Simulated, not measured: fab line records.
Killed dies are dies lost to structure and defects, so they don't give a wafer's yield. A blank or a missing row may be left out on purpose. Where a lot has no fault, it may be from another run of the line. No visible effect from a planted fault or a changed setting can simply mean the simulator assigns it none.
Which of the tools did it? / flow sky130 / 72 wafers from 24 lots sampled at 5 of the route's 708 steps

== WHAT THE GAUGES READ, wafer by wafer ==
SKY_DNWELL_TW_MEAS_09. Usual: for DNWELL_TW the level is 1114 and the standard deviation is 12.
lot=L074; measured=day 3 15:58; on=film metro-03; DNWELL_TW=1125 1123 1122; flag=
lot=L075; measured=day 4 01:19; on=film metro-02; DNWELL_TW=1100 1091 1099; flag=
lot=L076; measured=day 4 01:38; on=film metro-03; DNWELL_TW=1130 1129 1133; flag=
lot=L077; measured=day 4 05:34; on=film metro-03; DNWELL_TW=1127 1123 1127; flag=
lot=L078; measured=day 4 06:32; on=film metro-02; DNWELL_TW=1092 1092 1091; flag=
lot=L079; measured=day 4 13:10; on=film metro-02; DNWELL_TW=1092 1094 1094; flag=
lot=L080; measured=day 4 16:48; on=film metro-02; DNWELL_TW=1091 1096 1102; flag=
lot=L081; measured=day 4 20:34; on=film metro-03; DNWELL_TW=1125 1126 1132; flag=
lot=L082; measured=day 5 05:55; on=film metro-03; DNWELL_TW=1125 1128 1122; flag=
lot=L083; measured=day 5 06:16; on=film metro-04; DNWELL_TW=1113 1106 1111; flag=
lot=L084; measured=day 5 11:41; on=film metro-04; DNWELL_TW=1106 1107 1108; flag=
lot=L085; measured=day 5 16:30; on=film metro-02; DNWELL_TW=1105 1104 1093; flag=
lot=L086; measured=day 5 21:08; on=film metro-03; DNWELL_TW=1126 1126 1126; flag=
lot=L087; measured=day 6 02:12; on=film metro-04; DNWELL_TW=1117 1119 1111; flag=
lot=L088; measured=day 6 10:53; on=film metro-02; DNWELL_TW=1109 1108 1108; flag=
lot=L089; measured=day 6 15:16; on=film metro-04; DNWELL_TW=1124 1122 1122; flag=
lot=L090; measured=day 6 20:51; on=film metro-03; DNWELL_TW=1111 1123 1125; flag=
lot=L091; measured=day 7 00:04; on=film metro-04; DNWELL_TW=1116 1111 1111; flag=
lot=L092; measured=day 7 06:11; on=film metro-04; DNWELL_TW=1119 1118 1119; flag=
lot=L093; measured=day 7 17:03; on=film metro-04; DNWELL_TW=1117 1122 1118; flag=
lot=L094; measured=day 7 22:50; on=film metro-03; DNWELL_TW=1124 1129 1124; flag=
lot=L095; measured=day 8 04:04; on=film metro-02; DNWELL_TW=1119 1117 1109; flag=
lot=L096; measured=day 8 06:13; on=film metro-03; DNWELL_TW=1116 1118 1123; flag=
lot=L097; measured=day 8 08:59; on=film metro-02; DNWELL_TW=1110 1114 1107; flag=

SKY_LI_CONTACT_CD_MEAS_12: target cd 170 nm. Usual: 170.1 nm for cd nm, sd 1.6.
lot=L074; measured=day 29 22:53; on=cd sem-02; cd nm (nm)=170.0 168.9 170.9; flag=
lot=L075; measured=day 30 14:16; on=cd sem-02; cd nm (nm)=168.6 169.2 168.7; flag=
lot=L076; measured=day 30 12:34; on=cd sem-02; cd nm (nm)=170.8 172.1 173.0; flag=
lot=L077; measured=day 30 22:53; on=cd sem-01; cd nm (nm)=168.4 169.6 169.2; flag=
lot=L078; measured=day 31 01:22; on=cd sem-02; cd nm (nm)=170.6 170.3 168.3; flag=
lot=L079; measured=day 31 10:17; on=cd sem-01; cd nm (nm)=172.1 171.5 172.1; flag=
lot=L080; measured=day 31 12:23; on=cd sem-02; cd nm (nm)=171.7 170.5 169.7; flag=
lot=L081; measured=day 31 19:30; on=cd sem-02; cd nm (nm)=170.3 170.8 170.0; flag=
lot=L082; measured=day 32 08:52; on=cd sem-02; cd nm (nm)=170.4 171.0 169.5; flag=
lot=L083; measured=day 32 09:55; on=cd sem-02; cd nm (nm)=170.2 171.1 173.2; flag=
lot=L084; measured=day 32 14:52; on=cd sem-02; cd nm (nm)=170.6 170.2 169.0; flag=
lot=L085; measured=day 32 20:00; on=cd sem-02; cd nm (nm)=169.3 168.5 168.9; flag=
lot=L086; measured=day 33 13:38; on=cd sem-02; cd nm (nm)=171.6 171.3 170.4; flag=
lot=L087; measured=day 33 17:54; on=cd sem-01; cd nm (nm)=169.3 169.5 169.9; flag=
lot=L088; measured=day 34 02:35; on=cd sem-02; cd nm (nm)=173.3 172.5 173.5; flag=
lot=L089; measured=day 34 01:54; on=cd sem-02; cd nm (nm)=169.0 168.9 166.9; flag=
lot=L090; measured=day 35 07:06; on=cd sem-01; cd nm (nm)=169.4 169.1 169.8; flag=
lot=L091; measured=day 35 08:29; on=cd sem-02; cd nm (nm)=167.7 167.7 167.4; flag=
lot=L092; measured=day 35 03:28; on=cd sem-01; cd nm (nm)=170.8 170.6 170.1; flag=
lot=L093; measured=day 35 11:47; on=cd sem-02; cd nm (nm)=168.4 168.1 171.0; flag=
lot=L094; measured=day 35 19:34; on=cd sem-01; cd nm (nm)=170.4 169.8 169.8; flag=
lot=L095; measured=day 35 22:00; on=cd sem-02; cd nm (nm)=171.4 170.4 170.4; flag=
lot=L096; measured=day 36 03:36; on=cd sem-02; cd nm (nm)=171.4 173.2 172.1; flag=
lot=L097; measured=day 36 05:05; on=cd sem-02; cd nm (nm)=166.8 167.2 167.9; flag=

SKY_CONTACT_THK_MEAS_01. Usual: for CONTACT_CVD_00_THK the level is 75.1 nm and the standard deviation is 0.89.
lot=L074; measured=day 31 04:50; on=film metro-01; CONTACT_CVD_00_THK (nm)=73.2 75.3 75.5; flag=
lot=L075; measured=day 31 20:31; on=film metro-02; CONTACT_CVD_00_THK (nm)=74.2 75.0 75.4; flag=
lot=L076; measured=day 31 18:25; on=film metro-01; CONTACT_CVD_00_THK (nm)=73.4 74.1 74.7; flag=
lot=L077; measured=day 32 04:18; on=film metro-02; CONTACT_CVD_00_THK (nm)=74.8 75.3 76.2; flag=
lot=L078; measured=day 32 07:25; on=film metro-02; CONTACT_CVD_00_THK (nm)=72.9 73.6 74.6; flag=
lot=L079; measured=day 32 15:25; on=film metro-01; CONTACT_CVD_00_THK (nm)=75.5 75.9 75.8; flag=
lot=L080; measured=day 32 17:47; on=film metro-01; CONTACT_CVD_00_THK (nm)=74.5 74.2 74.7; flag=
lot=L081; measured=day 33 00:10; on=film metro-01; CONTACT_CVD_00_THK (nm)=73.7 75.6 74.8; flag=
lot=L082; measured=day 33 14:02; on=film metro-03; CONTACT_CVD_00_THK (nm)=73.9 74.3 75.4; flag=
lot=L083; measured=day 33 15:12; on=film metro-03; CONTACT_CVD_00_THK (nm)=75.1 74.6 75.6; flag=
lot=L084; measured=day 33 19:53; on=film metro-02; CONTACT_CVD_00_THK (nm)=74.8 75.3 75.6; flag=
lot=L085; measured=day 34 00:05; on=film metro-03; CONTACT_CVD_00_THK (nm)=75.3 75.5 76.3; flag=
lot=L086; measured=day 34 17:44; on=film metro-02; CONTACT_CVD_00_THK (nm)=74.8 75.2 75.2; flag=
lot=L087; measured=day 34 22:25; on=film metro-02; CONTACT_CVD_00_THK (nm)=76.5 75.9 76.4; flag=
lot=L088; measured=day 35 07:56; on=film metro-02; CONTACT_CVD_00_THK (nm)=74.6 76.2 76.1; flag=
lot=L089; measured=day 35 06:43; on=film metro-02; CONTACT_CVD_00_THK (nm)=73.8 76.3 75.3; flag=
lot=L090; measured=day 36 10:52; on=film metro-02; CONTACT_CVD_00_THK (nm)=74.9 76.5 75.7; flag=
lot=L091; measured=day 36 13:16; on=film metro-03; CONTACT_CVD_00_THK (nm)=75.1 74.2 76.2; flag=
lot=L092; measured=day 36 07:18; on=film metro-03; CONTACT_CVD_00_THK (nm)=75.0 75.7 75.9; flag=
lot=L093; measured=day 36 15:47; on=film metro-02; CONTACT_CVD_00_THK (nm)=74.1 75.1 75.9; flag=
lot=L094; measured=day 36 23:41; on=film metro-03; CONTACT_CVD_00_THK (nm)=74.0 74.6 75.3; flag=
lot=L095; measured=day 37 02:50; on=film metro-02; CONTACT_CVD_00_THK (nm)=73.7 75.9 75.8; flag=
lot=L096; measured=day 37 07:34; on=film metro-03; CONTACT_CVD_00_THK (nm)=76.3 74.5 76.5; flag=
lot=L097; measured=day 37 09:36; on=film metro-01; CONTACT_CVD_00_THK (nm)=75.1 76.4 76.2; flag=

== EACH LOT AND THE TOOL THAT RAN IT (in order: tool; ch and the chambers of the sampled wafers; start) ==
lot=L074; SKY_FIELD_ISO_CMP_27=cmp-01 ch 2,3, day 2 18:25; SKY_LI_CONTACT_SPUTTER_19=pvd sputter-02, day 29 23:28
lot=L075; SKY_FIELD_ISO_CMP_27=cmp-02 ch 0,1,2, day 3 06:20; SKY_LI_CONTACT_SPUTTER_19=pvd sputter-03, day 30 14:50
lot=L076; SKY_FIELD_ISO_CMP_27=cmp-02 ch 1,3, day 3 06:38; SKY_LI_CONTACT_SPUTTER_19=pvd sputter-03, day 30 13:08
lot=L077; SKY_FIELD_ISO_CMP_27=cmp-02 ch 0,2,3, day 3 08:41; SKY_LI_CONTACT_SPUTTER_19=pvd sputter-01, day 30 23:26
lot=L078; SKY_FIELD_ISO_CMP_27=cmp-02 ch 0,1,3, day 3 11:48; SKY_LI_CONTACT_SPUTTER_19=pvd sputter-02, day 31 01:56
lot=L079; SKY_FIELD_ISO_CMP_27=cmp-02 ch 0,1,2, day 3 17:16; SKY_LI_CONTACT_SPUTTER_19=pvd sputter-03, day 31 10:51
lot=L080; SKY_FIELD_ISO_CMP_27=cmp-02 ch 0,1,2, day 3 21:18; SKY_LI_CONTACT_SPUTTER_19=pvd sputter-02, day 31 12:57
lot=L081; SKY_FIELD_ISO_CMP_27=cmp-02 ch 0,2,3, day 4 01:25; SKY_LI_CONTACT_SPUTTER_19=pvd sputter-03, day 31 20:03
lot=L082; SKY_FIELD_ISO_CMP_27=cmp-01 ch 1,2,3, day 4 06:42; SKY_LI_CONTACT_SPUTTER_19=pvd sputter-03, day 32 09:27
lot=L083; SKY_FIELD_ISO_CMP_27=cmp-02 ch 1,2,3, day 4 09:40; SKY_LI_CONTACT_SPUTTER_19=pvd sputter-03, day 32 10:29
lot=L084; SKY_FIELD_ISO_CMP_27=cmp-01 ch 0,3, day 4 15:31; SKY_LI_CONTACT_SPUTTER_19=pvd sputter-03, day 32 15:23
lot=L085; SKY_FIELD_ISO_CMP_27=cmp-01 ch 0,2, day 4 18:12; SKY_LI_CONTACT_SPUTTER_19=pvd sputter-03, day 32 20:32
lot=L086; SKY_FIELD_ISO_CMP_27=cmp-01 ch 0,2,3, day 4 23:32; SKY_LI_CONTACT_SPUTTER_19=pvd sputter-02, day 33 14:11
lot=L087; SKY_FIELD_ISO_CMP_27=cmp-02 ch 2,3, day 5 05:13; SKY_LI_CONTACT_SPUTTER_19=pvd sputter-02, day 33 18:27
lot=L088; SKY_FIELD_ISO_CMP_27=cmp-01 ch 0,2,3, day 5 13:26; SKY_LI_CONTACT_SPUTTER_19=pvd sputter-03, day 34 03:12
lot=L089; SKY_FIELD_ISO_CMP_27=cmp-01 ch 0,1,2, day 5 17:14; SKY_LI_CONTACT_SPUTTER_19=pvd sputter-02, day 34 02:28
lot=L090; SKY_FIELD_ISO_CMP_27=cmp-01 ch 0,1, day 5 21:59; SKY_LI_CONTACT_SPUTTER_19=pvd sputter-01, day 35 07:39
lot=L091; SKY_FIELD_ISO_CMP_27=cmp-01 ch 2,3, day 6 03:16; SKY_LI_CONTACT_SPUTTER_19=pvd sputter-02, day 35 09:03
lot=L092; SKY_FIELD_ISO_CMP_27=cmp-02 ch 2,3, day 6 07:07; SKY_LI_CONTACT_SPUTTER_19=pvd sputter-02, day 35 04:07
lot=L093; SKY_FIELD_ISO_CMP_27=cmp-01 ch 0,2,3, day 6 14:29; SKY_LI_CONTACT_SPUTTER_19=pvd sputter-03, day 35 12:21
lot=L094; SKY_FIELD_ISO_CMP_27=cmp-02 ch 1,2,3, day 6 21:48; SKY_LI_CONTACT_SPUTTER_19=pvd sputter-02, day 35 20:08
lot=L095; SKY_FIELD_ISO_CMP_27=cmp-01 ch 2,3, day 7 04:19; SKY_LI_CONTACT_SPUTTER_19=pvd sputter-02, day 35 22:33
lot=L096; SKY_FIELD_ISO_CMP_27=cmp-02 ch 0,1, day 7 07:04; SKY_LI_CONTACT_SPUTTER_19=pvd sputter-02, day 36 04:09
lot=L097; SKY_FIELD_ISO_CMP_27=cmp-01 ch 0,3, day 7 10:25; SKY_LI_CONTACT_SPUTTER_19=pvd sputter-01, day 36 05:50
- SKY_FIELD_ISO_CMP_27: polishes, stops on Si3N4, t overpolish 16 s, target thk 457.8 nm.
- SKY_LI_CONTACT_SPUTTER_19: material Ti, target thk 20 nm, time 106.37 s.

== AS READ BY THE TOOLS THEMSELVES (means over the sampled wafers that have a number; for cases with no such wafer, the mark the record gives instead) ==
SKY_FIELD_ISO_CMP_27. Usual: motor current A 11.7 A, standard deviation 0.81; overpolish run s 15.999 s, standard deviation 0.0094; platen rpm 60.00 rpm, standard deviation 0.037; time to endpoint s 113 s, standard deviation 3.3.
lot=L074; tool=cmp-01; motor current A (A)=11.9; overpolish run s (s)=15.998; platen rpm (rpm)=59.99; time to endpoint s (s)=116; flag=
lot=L075; tool=cmp-02; motor current A (A)=11.8; overpolish run s (s)=15.998; platen rpm (rpm)=59.99; time to endpoint s (s)=111; flag=
lot=L076; tool=cmp-02; motor current A (A)=11.3; overpolish run s (s)=15.998; platen rpm (rpm)=60.01; time to endpoint s (s)=109; flag=
lot=L077; tool=cmp-02; motor current A (A)=11.3; overpolish run s (s)=16.003; platen rpm (rpm)=59.97; time to endpoint s (s)=109; flag=
lot=L078; tool=cmp-02; motor current A (A)=11.1; overpolish run s (s)=15.999; platen rpm (rpm)=60.00; time to endpoint s (s)=113; flag=
lot=L079; tool=cmp-02; motor current A (A)=11.8; overpolish run s (s)=15.997; platen rpm (rpm)=60.00; time to endpoint s (s)=116; flag=
lot=L080; tool=cmp-02; motor current A (A)=11.9; overpolish run s (s)=15.989; platen rpm (rpm)=59.96; time to endpoint s (s)=110; flag=
lot=L081; tool=cmp-02; motor current A (A)=10.9; overpolish run s (s)=16.000; platen rpm (rpm)=60.03; time to endpoint s (s)=113; flag=
lot=L082; tool=cmp-01; motor current A (A)=12.3; overpolish run s (s)=16.001; platen rpm (rpm)=60.00; time to endpoint s (s)=110; flag=
lot=L083; tool=cmp-02; motor current A (A)=11.5; overpolish run s (s)=15.996; platen rpm (rpm)=60.01; time to endpoint s (s)=112; flag=
lot=L084; tool=cmp-01; motor current A (A)=11.8; overpolish run s (s)=16.003; platen rpm (rpm)=59.99; time to endpoint s (s)=113; flag=
lot=L085; tool=cmp-01; motor current A (A)=11.3; overpolish run s (s)=16.001; platen rpm (rpm)=60.00; time to endpoint s (s)=111; flag=
lot=L086; tool=cmp-01; motor current A (A)=11.8; overpolish run s (s)=16.009; platen rpm (rpm)=60.02; time to endpoint s (s)=115; flag=
lot=L087; tool=cmp-02; motor current A (A)=10.5; overpolish run s (s)=15.992; platen rpm (rpm)=59.95; time to endpoint s (s)=113; flag=
lot=L088; tool=cmp-01; motor current A (A)=11.9; overpolish run s (s)=15.997; platen rpm (rpm)=60.01; time to endpoint s (s)=114; flag=
lot=L089; tool=cmp-01; motor current A (A)=11.9; overpolish run s (s)=16.010; platen rpm (rpm)=60.02; time to endpoint s (s)=112; flag=
lot=L090; tool=cmp-01; motor current A (A)=11.4; overpolish run s (s)=16.002; platen rpm (rpm)=60.01; time to endpoint s (s)=112; flag=
lot=L091; tool=cmp-01; motor current A (A)=12.3; overpolish run s (s)=16.007; platen rpm (rpm)=60.00; time to endpoint s (s)=109; flag=
lot=L092; tool=cmp-02; motor current A (A)=11.8; overpolish run s (s)=16.001; platen rpm (rpm)=60.01; time to endpoint s (s)=115; flag=
lot=L093; tool=cmp-01; motor current A (A)=12.0; overpolish run s (s)=15.996; platen rpm (rpm)=60.02; time to endpoint s (s)=114; flag=
lot=L094; tool=cmp-02; motor current A (A)=11.5; overpolish run s (s)=15.997; platen rpm (rpm)=59.99; time to endpoint s (s)=120; flag=
lot=L095; tool=cmp-01; motor current A (A)=12.0; overpolish run s (s)=15.996; platen rpm (rpm)=59.99; time to endpoint s (s)=114; flag=
lot=L096; tool=cmp-02; motor current A (A)=12.1; overpolish run s (s)=15.995; platen rpm (rpm)=60.01; time to endpoint s (s)=119; flag=
lot=L097; tool=cmp-01; motor current A (A)=11.6; overpolish run s (s)=16.001; platen rpm (rpm)=59.94; time to endpoint s (s)=114; flag=

SKY_LI_CONTACT_SPUTTER_19. Usual: 30.0 % for throttle valve pct, sd 1.1.
lot=L074; tool=pvd sputter-02; throttle valve pct (%)=30.6; flag=
lot=L075; tool=pvd sputter-03; throttle valve pct (%)=30.6; flag=
lot=L076; tool=pvd sputter-03; throttle valve pct (%)=30.4; flag=
lot=L077; tool=pvd sputter-01; throttle valve pct (%)=31.0; flag=
lot=L078; tool=pvd sputter-02; throttle valve pct (%)=28.0; flag=
lot=L079; tool=pvd sputter-03; throttle valve pct (%)=29.9; flag=
lot=L080; tool=pvd sputter-02; throttle valve pct (%)=30.2; flag=
lot=L081; tool=pvd sputter-03; throttle valve pct (%)=30.4; flag=
lot=L082; tool=pvd sputter-03; throttle valve pct (%)=30.4; flag=
lot=L083; tool=pvd sputter-03; throttle valve pct (%)=30.1; flag=
lot=L084; tool=pvd sputter-03; throttle valve pct (%)=30.3; flag=
lot=L085; tool=pvd sputter-03; throttle valve pct (%)=30.1; flag=
lot=L086; tool=pvd sputter-02; throttle valve pct (%)=29.2; flag=
lot=L087; tool=pvd sputter-02; throttle valve pct (%)=29.0; flag=
lot=L088; tool=pvd sputter-03; throttle valve pct (%)=30.7; flag=
lot=L089; tool=pvd sputter-02; throttle valve pct (%)=29.2; flag=
lot=L090; tool=pvd sputter-01; throttle valve pct (%)=30.7; flag=
lot=L091; tool=pvd sputter-02; throttle valve pct (%)=30.7; flag=
lot=L092; tool=pvd sputter-02; throttle valve pct (%)=29.0; flag=
lot=L093; tool=pvd sputter-03; throttle valve pct (%)=30.1; flag=
lot=L094; tool=pvd sputter-02; throttle valve pct (%)=28.9; flag=
lot=L095; tool=pvd sputter-02; throttle valve pct (%)=29.9; flag=
lot=L096; tool=pvd sputter-02; throttle valve pct (%)=30.0; flag=
lot=L097; tool=pvd sputter-01; throttle valve pct (%)=30.6; flag=

== THE ANSWER, worked out from the rows above alone ==
Rule: a lot is off if the mean of its wafers that have a number lies more than 3 standard deviations from the usual mean. A lot without any number at a reading at which 4 lots or more have one is off too. The other lots that the step has rows for count as sound. The gauges are gone through in route order, then the tools' own readings, and for those a lot's mean is taken as printed above. The first step at which some lot is off is used, and at that step the reading that is off furthest; a lot without a number counts as furthest.
No lot is off on any of the readings shown, so nothing can be concluded from this.

== WHAT THE SIMULATOR PUT IN ==
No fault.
